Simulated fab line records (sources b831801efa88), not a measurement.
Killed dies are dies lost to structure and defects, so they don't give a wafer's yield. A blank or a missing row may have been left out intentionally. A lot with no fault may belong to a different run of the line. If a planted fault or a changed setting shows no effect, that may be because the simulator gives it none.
fab line records	flow sky130
[record] lots = 11	wafers = 33	last-day = 50
route steps=708 shown VIA2@528 METAL3@535 CAPM@540 PAD_OPEN@708
lots that met no fault: taken from a fault-free run of the same line
start-h: hours from the record's first day to the start of the lot's first wafer shown	wait-h: hours from the lot's prior step to this one	" the same as in the row above	L1.1+2: a row that stands for several wafers	- value missing, or start not given	* or withheld: withheld	< > ~ a bound
route shown NAME@n: NAME is a module with steps in the file, n the number in the route of the first one	usual: mean/standard deviation taken from wafers without a fault	same: alike in all rows	chamber/n: place in a boat	sites: the reading at each site	_std_site: how widely they spread, as a standard deviation	_edge_site: inner sites' mean taken away from outer sites' mean	radius-mm: how far each site lies from the wafer's centre	mask NAME#n: copy n	behind: the last tool/chamber to shape the wafer	hold: cause of the lot's hold/its duration in hours/its outcome	device: which transistor (n, p or np) failed to switch	end of line: at the end of the route, the tests of the same wafers	a step with no rows: only its recipe	killed: not the wafer's yield, but the dies lost to structure and defects at the first sort	map: dies across one wafer; x = killed, . = not, _ = none there
set.NAME: the setting the step ran with; set.NAME@STEP: the setting that earlier step ran with	model.NAME: the simulator's own value behind a step, which no gauge read
steps of the route over a sample of lots; a table a step, a row a wafer
services: when a tool's chamber went out of use (start-h, in hours from the record's first day, below 0 if earlier), for how many hours, and the reason
[[steps]]
[step SKY_VIA2_CVD_21]
[recipe] material = W	target-thk-nm = 420	time-s = 126.4	temp-c = 400	pressure-torr = 40
[usual] heater-power-w = 807/77
lot.wafer	tool	chamber	start-h	wait-h	heater-power-w
L491.1	cvd-w-02	0	859.07	0.0	767
L491.3	"	0	"	"	775
L491.5	"	1	"	"	774
L490.1	cvd-w-02	0	859.69	0.0	769
L490.2	"	1	"	"	764
L490.4	"	0	"	"	768
L492.1	cvd-w-02	0	870.21	0.0	764
L492.2	"	1	"	"	778
L492.6	"	1	"	"	764
L497.1	cvd-w-02	1	917.10	0.0	753
L497.4	"	0	"	"	765
L497.5	"	0	"	"	766
L496.3	cvd-w-01	1	919.77	0.1	926
L496.4	"	0	"	"	746
L496.5	"	0	"	"	767
L501.3	cvd-w-01	1	969.37	0.1	941
L501.4	"	0	"	"	755
L501.5	"	0	"	"	725
L506.3	cvd-w-02	1	982.70	0.1	762
L506.4	"	0	"	"	808
L506.5	"	0	"	"	762
L508.2	cvd-w-02	1	988.13	0.0	776
L508.3	"	1	"	"	745
L508.4	"	0	"	"	778
L507.2	cvd-w-01	1	992.86	0.0	932
L507.3	"	1	"	"	946
L507.5	"	0	"	"	764
L510.2	cvd-w-01	0	999.33	0.0	787
L510.3	"	1	"	"	965
L510.5	"	0	"	"	758
L509.3	cvd-w-01	0	1002.22	0.1	777
L509.4	"	1	"	"	926
L509.6	"	0	"	"	750
[step SKY_METAL3_SPUTTER_03]
[recipe] material = Ti	target-thk-nm = 5	power-w = 3000	time-s = 3.3	chamber-pressure-pa = 0.4
[usual] throttle-valve-pct = 29.8/0.84
lot.wafer	tool	chamber	start-h	wait-h	throttle-valve-pct
L491.1	pvd-sputter-03	-	859.77	0.0	30.9
L491.3	"	-	"	"	28.4
L491.5	"	-	"	"	31.2
L490.1	pvd-sputter-01	-	860.48	0.0	29.6
L490.2	"	-	"	"	29.6
L490.4	"	-	"	"	29.0
L492.1	pvd-sputter-02	-	870.91	0.0	31.0
L492.2	"	-	"	"	30.6
L492.6	"	-	"	"	30.1
L497.1	pvd-sputter-02	-	917.80	0.0	30.9
L497.4	"	-	"	"	28.7
L497.5	"	-	"	"	30.8
L496.3	pvd-sputter-01	-	920.42	0.0	29.6
L496.4	"	-	"	"	30.2
L496.5	"	-	"	"	30.5
L501.3	pvd-sputter-02	-	970.02	0.0	30.7
L501.4	"	-	"	"	30.8
L501.5	"	-	"	"	30.9
L506.3	pvd-sputter-01	-	983.35	0.0	29.5
L506.4	"	-	"	"	29.9
L506.5	"	-	"	"	29.1
L508.2	pvd-sputter-01	-	988.83	0.0	30.0
L508.3	"	-	"	"	28.7
L508.4	"	-	"	"	30.5
L507.2	pvd-sputter-01	-	993.55	0.0	29.8
L507.3	"	-	"	"	29.8
L507.5	"	-	"	"	29.5
L510.2	pvd-sputter-02	-	1000.03	0.0	30.2
L510.3	"	-	"	"	31.3
L510.5	"	-	"	"	31.0
L509.3	pvd-sputter-02	-	1002.88	0.0	31.0
L509.4	"	-	"	"	29.0
L509.6	"	-	"	"	29.7
[step SKY_CAPM_RS_MEAS_03]
[recipe] thk-meas-gauge = four-point-probe	reads = TiN_of_CAPM_SPUTTER_02
[usual] CAPM_TIN_RS = 6.93/0.066
lot.wafer	tool	chamber	start-h	wait-h	CAPM_TIN_RS[ohm/sq]
L491.1	film-metro-04	-	860.03	0.1	6.93
L491.3	"	-	"	"	6.90
L491.5	"	-	"	"	6.94
L490.1	film-metro-02	-	860.74	0.1	6.91
L490.2	"	-	"	"	6.88
L490.4	"	-	"	"	6.96
L492.1	film-metro-04	-	871.17	0.1	6.96
L492.2	"	-	"	"	6.95
L492.6	"	-	"	"	6.92
L497.1	film-metro-01	-	918.06	0.1	7.05
L497.4	"	-	"	"	7.10
L497.5	"	-	"	"	7.08
L496.3	film-metro-02	-	920.72	0.1	6.99
L496.4	"	-	"	"	6.99
L496.5	"	-	"	"	6.95
L501.3	film-metro-02	-	970.33	0.1	6.88
L501.4	"	-	"	"	6.96
L501.5	"	-	"	"	6.88
L506.3	film-metro-02	-	983.65	0.1	7.06
L506.4	"	-	"	"	7.01
L506.5	"	-	"	"	7.01
L508.2	film-metro-01	-	989.11	0.1	6.87
L508.3	"	-	"	"	6.90
L508.4	"	-	"	"	6.89
L507.2	film-metro-02	-	993.83	0.1	6.87
L507.3	"	-	"	"	6.89
L507.5	"	-	"	"	6.87
L510.2	film-metro-02	-	1000.31	0.1	6.93
L510.3	"	-	"	"	6.98
L510.5	"	-	"	"	6.89
L509.3	film-metro-01	-	1003.17	0.1	6.85
L509.4	"	-	"	"	6.90
L509.6	"	-	"	"	6.93
[step SKY_METAL3_METAL_ETCH_18]
[recipe] target-depth-a = 8450	stop-on = SiO2	over-etch-frac = 0.3	time-s = 183.1	chemistry = Cl2/BCl3	resist-sidewall-deg = 88	pressure-mtorr = 10	icp-w = 900	bias-w = 48.5	Cl2_flow_sccm = 60	bcl3-flow-sccm = 30
[usual] drypump-motor-current-A = 5.6/0.39	oes-product-au = 0.867/0.0064	over-etch-frac = 0.3/0	throttle-valve-pct = 22.264/0.0093
lot.wafer	tool	chamber	start-h	wait-h	drypump-motor-current-A	oes-product-au	over-etch-frac	rf-hours-counter-h	throttle-valve-pct
L491.1	rie-metal-01	0	913.57	0.0	6.1	0.864	0.3	16	22.273
L491.3	"	0	"	"	6.1	0.870	0.3	-	22.260
L491.5	"	0	"	"	6.1	0.878	0.3	-	22.267
L490.1	rie-metal-03	1	914.00	0.0	5.5	0.870	0.3	2	22.252
L490.2	"	0	"	"	5.0	0.860	0.3	4	22.262
L490.4	"	0	"	"	5.0	0.871	0.3	-	22.268
L492.1	rie-metal-01	0	923.05	0.0	6.1	0.857	0.3	16	22.266
L492.2	"	1	"	"	5.4	0.855	0.3	10	22.256
L492.6	"	1	"	"	5.4	0.870	0.3	-	22.273
L497.1	rie-metal-03	0	967.53	0.0	5.0	0.879	0.3	6	22.256
L497.4	"	1	"	"	5.6	0.876	0.3	-	22.273
L497.5	"	0	"	"	5.0	0.866	0.3	-	22.273
L496.3	rie-metal-01	0	970.65	0.1	6.0	0.875	0.3	-	22.254
L496.4	"	1	"	"	5.4	0.874	0.3	-	22.267
L496.5	"	0	"	"	6.1	0.872	0.3	-	22.258
L501.3	rie-metal-03	0	1017.43	0.1	5.0	0.878	0.25498	-	22.249
L501.4	"	1	"	"	5.5	0.865	0.3	-	22.258
L501.5	"	1	"	"	5.5	0.872	0.3	-	22.268
L506.3	rie-metal-01	0	1030.98	0.1	6.1	0.873	0.3	-	22.270
L506.4	"	1	"	"	5.4	0.869	0.3	-	22.263
L506.5	"	0	"	"	6.0	0.874	0.3	-	22.263
L508.2	rie-metal-04	0	1035.78	0.1	6.2	0.869	0.3	-	22.252
L508.3	"	0	"	"	6.1	0.868	0.3	-	22.269
L508.4	"	0	"	"	6.1	0.878	0.3	-	22.269
L507.2	rie-metal-03	1	1041.25	0.1	5.5	0.858	0.3	-	22.271
L507.3	"	1	"	"	5.5	0.869	0.3	-	22.265
L507.5	"	1	"	"	5.5	0.863	0.3	-	22.280
L510.2	rie-metal-04	0	1046.09	0.0	6.1	0.862	0.3	9	22.259
L510.3	"	0	"	"	6.1	0.857	0.3	-	22.274
L510.5	"	1	"	"	5.8	0.858	0.3	-	22.269
L509.3	rie-metal-01	1	1049.70	0.1	5.4	0.856	0.3	-	22.265
L509.4	"	0	"	"	6.0	0.859	0.3	-	22.269
L509.6	"	1	"	"	5.4	0.862	0.3	-	22.274
[step SKY_PAD_OPEN_PROBE_99]
[usual] defect-limited-yield = 82.1/1.8	killed_at_M0_to_M3 = 44/6.2	killed_at_M4_up = 3.3/1.8	killed-at-contacts = 25/5.8	killed-at-front-end = 15/4	killed-at-other = 0.3/0.49	killed-dies = 88/8.8	killed-open = 48/6.5	killed-short = 39/6.3	sort_bin_3_pad_short = 0.9/0.41	sort_bin_5_function = 10.6/1.4	sort_bin_6_memory = 6.4/1.1	sort-n-pass = 404/8.8	sort-yield-pct = 82.1/1.8
[same] gross-dies = 492	killed-at-back-side = 0	sort_bin_4_leakage[%] = 0	sort_bin_8_speed[%] = 0
lot.wafer	tool	chamber	start-h	wait-h	defect-limited-yield[%]	killed_at_M0_to_M3	killed_at_M4_up	killed-at-contacts	killed-at-front-end	killed-at-other	killed-dies	killed-open	killed-short	sort_bin_3_pad_short[%]	sort_bin_5_function[%]	sort_bin_6_memory[%]	sort-n-pass	sort-yield-pct[%]
L491.1	prober-02	-	1084.11	0.1	82.1	48	1	21	18	0	88	52	36	1.2	11.4	5.3	404	82.1
L491.3	prober-02	-	1084.21	0.2	80.7	48	2	30	15	0	95	53	42	0.6	11.8	6.9	397	80.7
L491.5	prober-02	-	1084.31	0.2	80.9	58	3	17	15	1	94	55	39	1.0	10.2	7.9	398	80.9
L490.1	prober-01	-	1085.61	0.1	80.9	45	5	31	13	0	94	57	37	0.6	13.6	4.9	398	80.9
L490.2	prober-01	-	1085.66	0.1	82.3	41	6	24	16	0	87	44	43	1.0	9.1	7.5	405	82.3
L490.4	prober-01	-	1085.76	0.2	81.1	39	4	37	13	0	93	50	42	2.2	9.6	7.1	399	81.1
L492.1	prober-02	-	1092.71	0.1	79.5	49	5	30	17	0	101	59	42	0.8	12.4	7.3	391	79.5
L492.2	prober-02	-	1092.76	0.1	82.5	45	4	26	11	0	86	45	41	0.4	11.4	5.7	406	82.5
L492.6	prober-02	-	1092.96	0.2	85.6	36	2	18	15	0	71	45	26	0.4	10.2	3.9	421	85.6
L497.1	prober-01	-	1129.48	0.1	83.1	39	6	22	16	0	83	57	26	0.2	10.0	6.7	409	83.1
L497.4	prober-01	-	1129.63	0.2	82.1	40	2	29	16	1	88	46	41	1.0	10.6	6.3	404	82.1
L497.5	prober-01	-	1129.68	0.2	83.3	51	3	17	11	0	82	47	35	0.4	9.1	7.1	410	83.3
L496.3	prober-02	-	1134.46	0.2	84.1	45	4	15	13	1	78	42	35	1.0	8.3	6.5	414	84.1
L496.4	prober-02	-	1134.51	0.2	78.9	51	2	31	18	2	104	52	52	1.0	9.6	10.6	388	78.9
L496.5	prober-02	-	1134.56	0.2	82.1	42	5	23	18	0	88	51	37	1.0	9.3	7.5	404	82.1
L501.3	prober-01	-	1171.69	0.2	79.5	54	3	31	13	0	101	60	40	1.2	13.4	5.9	391	79.5
L501.4	prober-01	-	1171.74	0.2	78.7	50	8	27	20	0	105	54	50	0.8	13.4	7.1	387	78.7
L501.5	prober-01	-	1171.79	0.2	81.3	47	5	27	13	0	92	53	39	0.6	11.8	6.3	400	81.3
L506.3	prober-02	-	1182.77	0.2	80.9	49	3	22	19	1	94	60	32	0.8	9.6	8.7	398	80.9
L506.4	prober-02	-	1182.82	0.2	83.3	40	3	26	12	1	82	40	40	0.8	10.8	5.1	410	83.3
L506.5	prober-02	-	1182.87	0.2	81.7	45	3	22	20	0	90	52	37	0.8	10.8	6.7	402	81.7
L508.2	prober-02	-	1185.97	0.1	82.3	40	4	24	19	0	87	53	34	0.8	10.2	6.7	405	82.3
L508.3	prober-02	-	1186.02	0.2	85.4	35	1	22	14	0	72	44	28	1.2	9.1	4.3	420	85.4
L508.4	prober-02	-	1186.07	0.2	82.3	48	3	25	11	0	87	50	37	1.2	11.4	5.1	405	82.3
L507.2	prober-01	-	1190.30	0.1	80.5	47	3	25	21	0	96	52	44	1.4	11.0	7.1	396	80.5
L507.3	prober-01	-	1190.35	0.2	83.3	38	3	24	16	1	82	43	39	0.6	10.6	5.5	410	83.3
L507.5	prober-01	-	1190.45	0.2	82.5	45	3	30	8	0	86	47	39	1.0	8.5	7.9	406	82.5
L510.2	prober-02	-	1193.81	0.1	84.3	35	1	23	18	0	77	34	43	0.8	8.1	6.7	415	84.3
L510.3	prober-02	-	1193.86	0.2	80.3	49	2	27	19	0	97	47	50	0.6	11.6	7.5	395	80.3
L510.5	prober-02	-	1193.96	0.2	84.8	38	3	21	12	1	75	40	35	0.6	9.1	5.5	417	84.8
L509.3	prober-01	-	1195.28	0.2	80.1	56	9	17	16	0	98	46	52	1.2	12.8	5.9	394	80.1
L509.4	prober-01	-	1195.33	0.2	81.9	48	4	29	8	0	89	52	37	1.0	11.6	5.5	403	81.9
L509.6	prober-01	-	1195.43	0.2	83.9	46	5	18	10	0	79	43	36	0.4	9.6	6.1	413	83.9
// killed by level:class
L491.1 VIA1:geometric-particle:open=18 CONTACT:geometric-particle:open=9 LI_CONTACT:geometric-particle:open=7 VIA1:geometric-particle:short=7 POLY_GATE:geometric-particle:short=6 METAL1:geometric-particle:short=5 FIELD_ISO:geometric-particle:short=4 POLY_GATE:geometric-particle:open=4
L491.3 CONTACT:geometric-particle:open=13 VIA1:geometric-particle:open=10 LI_CONTACT:geometric-particle:open=7 VIA2:geometric-particle:open=7 VIA3:geometric-particle:open=6 VIA1:geometric-particle:short=5 VIA2:geometric-particle:short=5 METAL2:geometric-particle:short=5
L491.5 VIA1:geometric-particle:open=16 LI_CONTACT:geometric-particle:open=10 VIA3:geometric-particle:open=7 VIA1:geometric-particle:short=6 POLY_GATE:geometric-particle:open=5 METAL2:geometric-particle:short=5 METAL1:geometric-particle:short=5 VIA2:geometric-particle:open=5
L490.1 CONTACT:geometric-particle:open=11 VIA1:geometric-particle:open=11 VIA3:geometric-particle:open=11 LI_CONTACT:geometric-particle:open=8 CONTACT:geometric-particle:short=6 POLY_GATE:geometric-particle:open=5 VIA2:geometric-particle:open=5 METAL4:geometric-particle:short=5
L490.2 VIA1:geometric-particle:open=11 CONTACT:geometric-particle:open=8 LI_CONTACT:geometric-particle:open=7 POLY_GATE:geometric-particle:short=6 CONTACT:geometric-particle:short=6 VIA3:geometric-particle:open=6 METAL4:geometric-particle:short=5 METAL1:geometric-particle:short=5
L490.4 LI_CONTACT:geometric-particle:open=13 CONTACT:geometric-particle:open=11 METAL2:geometric-particle:short=7 LOCAL_INTERCONNECT:geometric-particle:short=6 VIA1:geometric-particle:open=6 VIA3:geometric-particle:open=6 CONTACT:geometric-particle:short=5 POLY_GATE:geometric-particle:short=4
L492.1 CONTACT:geometric-particle:open=13 VIA2:geometric-particle:open=11 VIA1:geometric-particle:open=10 POLY_GATE:geometric-particle:open=7 LI_CONTACT:geometric-particle:open=6 METAL2:geometric-particle:short=6 VIA2:geometric-particle:short=5 LI_CONTACT:geometric-particle:short=5
L492.2 VIA2:geometric-particle:open=11 VIA1:geometric-particle:open=9 LI_CONTACT:geometric-particle:open=8 VIA2:geometric-particle:short=7 LOCAL_INTERCONNECT:geometric-particle:short=6 CONTACT:geometric-particle:open=6 CONTACT:geometric-particle:short=5 POLY_GATE:geometric-particle:short=4
L492.6 VIA2:geometric-particle:open=10 CONTACT:geometric-particle:open=9 VIA1:geometric-particle:open=7 VIA3:geometric-particle:open=5 FIELD_ISO:geometric-particle:short=4 SPACER:geometric-particle:open=4 LI_CONTACT:geometric-particle:open=4 LOCAL_INTERCONNECT:geometric-particle:short=3
L497.1 CONTACT:geometric-particle:open=14 VIA1:geometric-particle:open=14 LI_CONTACT:geometric-particle:open=6 VIA1:geometric-particle:short=6 VIA2:geometric-particle:open=5 VIA3:geometric-particle:open=5 FIELD_ISO:geometric-particle:open=4 SPACER:geometric-particle:short=4
L497.4 CONTACT:geometric-particle:open=11 VIA1:geometric-particle:open=10 VIA1:geometric-particle:short=9 POLY_GATE:geometric-particle:open=8 CONTACT:geometric-particle:short=7 POLY_GATE:geometric-particle:short=5 LOCAL_INTERCONNECT:geometric-particle:short=5 VIA3:geometric-particle:open=5
L497.5 VIA1:geometric-particle:open=12 VIA2:geometric-particle:open=10 CONTACT:geometric-particle:open=6 FIELD_ISO:geometric-particle:open=5 CONTACT:geometric-particle:short=5 METAL1:geometric-particle:short=5 VIA1:geometric-particle:short=4 METAL1:geometric-particle:open=4
L496.3 VIA2:geometric-particle:open=11 VIA1:geometric-particle:open=9 VIA3:geometric-particle:open=7 CONTACT:geometric-particle:short=5 CONTACT:geometric-particle:open=4 METAL3:geometric-particle:short=4 METAL4:geometric-particle:short=4 LI_CONTACT:geometric-particle:open=3
L496.4 CONTACT:geometric-particle:open=11 VIA2:geometric-particle:open=11 METAL1:geometric-particle:short=10 LI_CONTACT:geometric-particle:open=8 VIA1:geometric-particle:open=8 FIELD_ISO:geometric-particle:short=6 CONTACT:geometric-particle:short=6 POLY_GATE:geometric-particle:short=5
L496.5 VIA1:geometric-particle:open=11 CONTACT:geometric-particle:open=8 VIA2:geometric-particle:open=8 METAL1:geometric-particle:short=6 VIA1:geometric-particle:short=6 FIELD_ISO:geometric-particle:open=5 LI_CONTACT:geometric-particle:open=5 VIA3:geometric-particle:open=5
L501.3 CONTACT:geometric-particle:open=13 VIA1:geometric-particle:open=13 LI_CONTACT:geometric-particle:open=11 METAL1:geometric-particle:short=8 VIA3:geometric-particle:open=6 METAL2:geometric-particle:short=6 FIELD_ISO:geometric-particle:open=5 FIELD_ISO:geometric-particle:short=5
L501.4 LI_CONTACT:geometric-particle:open=8 VIA2:geometric-particle:short=8 VIA3:geometric-particle:open=8 LI_CONTACT:geometric-particle:short=7 VIA2:geometric-particle:open=7 VIA1:geometric-particle:open=6 CONTACT:geometric-particle:open=6 FIELD_ISO:geometric-particle:short=5
L501.5 VIA2:geometric-particle:open=11 CONTACT:geometric-particle:open=10 VIA1:geometric-particle:open=9 LI_CONTACT:geometric-particle:open=7 FIELD_ISO:geometric-particle:short=6 VIA3:geometric-particle:open=6 METAL2:geometric-particle:short=6 METAL4:geometric-particle:short=5
L506.3 VIA1:geometric-particle:open=13 LI_CONTACT:geometric-particle:open=8 VIA3:geometric-particle:open=8 CONTACT:geometric-particle:open=7 VIA2:geometric-particle:open=7 METAL1:geometric-particle:open=5 FIELD_ISO:geometric-particle:open=4 FIELD_ISO:geometric-particle:short=4
L506.4 VIA1:geometric-particle:open=10 CONTACT:geometric-particle:open=8 LI_CONTACT:geometric-particle:open=7 METAL2:geometric-particle:short=6 LOCAL_INTERCONNECT:geometric-particle:short=5 METAL3:geometric-particle:short=5 VIA3:geometric-particle:open=5 FIELD_ISO:geometric-particle:open=4
L506.5 VIA1:geometric-particle:open=12 VIA2:geometric-particle:open=8 CONTACT:geometric-particle:open=8 CONTACT:geometric-particle:short=7 POLY_GATE:geometric-particle:short=6 POLY_GATE:geometric-particle:open=5 LI_CONTACT:geometric-particle:open=5 METAL1:geometric-particle:short=5
L508.2 CONTACT:geometric-particle:open=12 VIA1:geometric-particle:open=11 FIELD_ISO:geometric-particle:open=8 VIA3:geometric-particle:open=7 LI_CONTACT:geometric-particle:open=7 FIELD_ISO:geometric-particle:short=5 CONTACT:geometric-particle:short=4 METAL1:geometric-particle:short=4
L508.3 CONTACT:geometric-particle:open=10 VIA2:geometric-particle:open=7 VIA1:geometric-particle:open=6 LI_CONTACT:geometric-particle:open=6 FIELD_ISO:geometric-particle:open=5 METAL2:geometric-particle:short=5 VIA3:geometric-particle:open=5 VIA3:geometric-particle:short=4
L508.4 VIA1:geometric-particle:open=10 VIA2:geometric-particle:open=9 VIA3:geometric-particle:open=8 CONTACT:geometric-particle:open=8 METAL1:geometric-particle:short=8 CONTACT:geometric-particle:short=7 POLY_GATE:geometric-particle:open=5 LI_CONTACT:geometric-particle:open=4
L507.2 VIA1:geometric-particle:open=12 CONTACT:geometric-particle:open=10 POLY_GATE:geometric-particle:short=8 VIA2:geometric-particle:open=8 FIELD_ISO:geometric-particle:short=5 CONTACT:geometric-particle:short=5 LI_CONTACT:geometric-particle:open=5 VIA1:geometric-particle:short=5
L507.3 VIA1:geometric-particle:open=7 LOCAL_INTERCONNECT:geometric-particle:short=6 CONTACT:geometric-particle:open=6 VIA2:geometric-particle:open=6 VIA3:geometric-particle:short=6 VIA3:geometric-particle:open=6 VIA1:geometric-particle:short=5 FIELD_ISO:geometric-particle:open=4
L507.5 VIA1:geometric-particle:open=11 CONTACT:geometric-particle:open=9 LI_CONTACT:geometric-particle:open=7 VIA1:geometric-particle:short=6 VIA2:geometric-particle:open=6 CONTACT:geometric-particle:short=5 VIA3:geometric-particle:short=5 METAL2:geometric-particle:short=5
L510.2 VIA1:geometric-particle:open=8 LI_CONTACT:geometric-particle:open=7 VIA1:geometric-particle:short=7 FIELD_ISO:geometric-particle:short=5 LI_CONTACT:geometric-particle:short=5 CONTACT:geometric-particle:open=5 METAL1:geometric-particle:short=5 METAL2:geometric-particle:short=5
L510.3 VIA1:geometric-particle:short=8 LI_CONTACT:geometric-particle:open=7 VIA1:geometric-particle:open=7 VIA2:geometric-particle:open=7 FIELD_ISO:geometric-particle:open=6 VIA3:geometric-particle:open=6 CONTACT:geometric-particle:open=5 LOCAL_INTERCONNECT:geometric-particle:short=5
L510.5 VIA1:geometric-particle:open=9 CONTACT:geometric-particle:open=8 LI_CONTACT:geometric-particle:open=7 VIA2:geometric-particle:open=5 VIA3:geometric-particle:short=5 VIA3:geometric-particle:open=5 POLY_GATE:geometric-particle:short=4 CONTACT:geometric-particle:short=4
L509.3 METAL1:geometric-particle:short=12 VIA2:geometric-particle:open=11 VIA2:geometric-particle:short=6 VIA1:geometric-particle:open=5 LI_CONTACT:geometric-particle:short=5 CONTACT:geometric-particle:open=5 METAL2:geometric-particle:short=5 FIELD_ISO:geometric-particle:short=4
L509.4 VIA2:geometric-particle:open=11 CONTACT:geometric-particle:open=10 VIA3:geometric-particle:open=10 METAL1:geometric-particle:short=9 CONTACT:geometric-particle:short=7 VIA1:geometric-particle:open=7 LI_CONTACT:geometric-particle:open=6 LOCAL_INTERCONNECT:geometric-particle:short=4
L509.6 METAL2:geometric-particle:short=8 VIA3:geometric-particle:open=8 VIA1:geometric-particle:open=7 LI_CONTACT:geometric-particle:open=6 CONTACT:geometric-particle:open=5 VIA3:geometric-particle:short=5 METAL1:geometric-particle:short=5 VIA2:geometric-particle:open=5
[[services]]
tool	chamber	start-h	hours	kind
cvd-w-02	-	835.10	4.3	pm
rie-metal-03	1	840.55	-	clean
rie-metal-03	1	840.55	19.7	scheduled-down
rie-metal-03	1	840.55	19.7	vent-cycle
rie-metal-04	-	854.00	4.0	pm
rie-metal-01	1	855.46	4.4	repair
rie-metal-04	-	876.62	2.8	pm
rie-metal-04	0	880.25	-	clean
pvd-sputter-01	-	897.33	13.1	repair
cvd-w-01	-	904.00	14.0	pm
cvd-w-01	0	904.00	14.0	vent-cycle
cvd-w-01	1	904.00	14.0	vent-cycle
pvd-sputter-01	-	910.19	7.6	repair
cvd-w-01	0	918.00	-	clean
cvd-w-01	1	918.00	-	clean
pvd-sputter-03	-	923.17	8.9	repair
rie-metal-04	-	939.14	1.5	repair
pvd-sputter-02	-	940.01	12.7	repair
cvd-w-02	-	960.80	11.5	repair
pvd-sputter-03	-	1016.93	3.4	repair
cvd-w-02	-	1018.47	6.9	pm
rie-metal-04	1	1027.26	9.3	repair
rie-metal-03	0	1039.05	4.6	repair
pvd-sputter-02	-	1042.24	1.9	repair
[[key]]
[first-sign] step = SKY_METAL3_METAL_ETCH_18	reading = over-etch-frac	direction = down	sigmas = 99+	usual = 0.3	struck = 0.25498
effect none on later readings
met-at SKY_METAL3_METAL_ETCH_18
struck-lots L501
struck-wafers L501.3
not-acting-at SKY_VIA2_CVD_21,SKY_METAL3_SPUTTER_03,SKY_CAPM_RS_MEAS_03
onset-between 967.53 1017.43
[fault] kind = process-parameter-drift	tool = rie-metal-03	chamber = 0	onset-h = 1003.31	steps = SKY_METAL3_METAL_ETCH_18	channel = over-etch-frac	offset = -0.045024	shape = step	end-h = 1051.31	acts-in = these-recipes-only	stated = 0.3
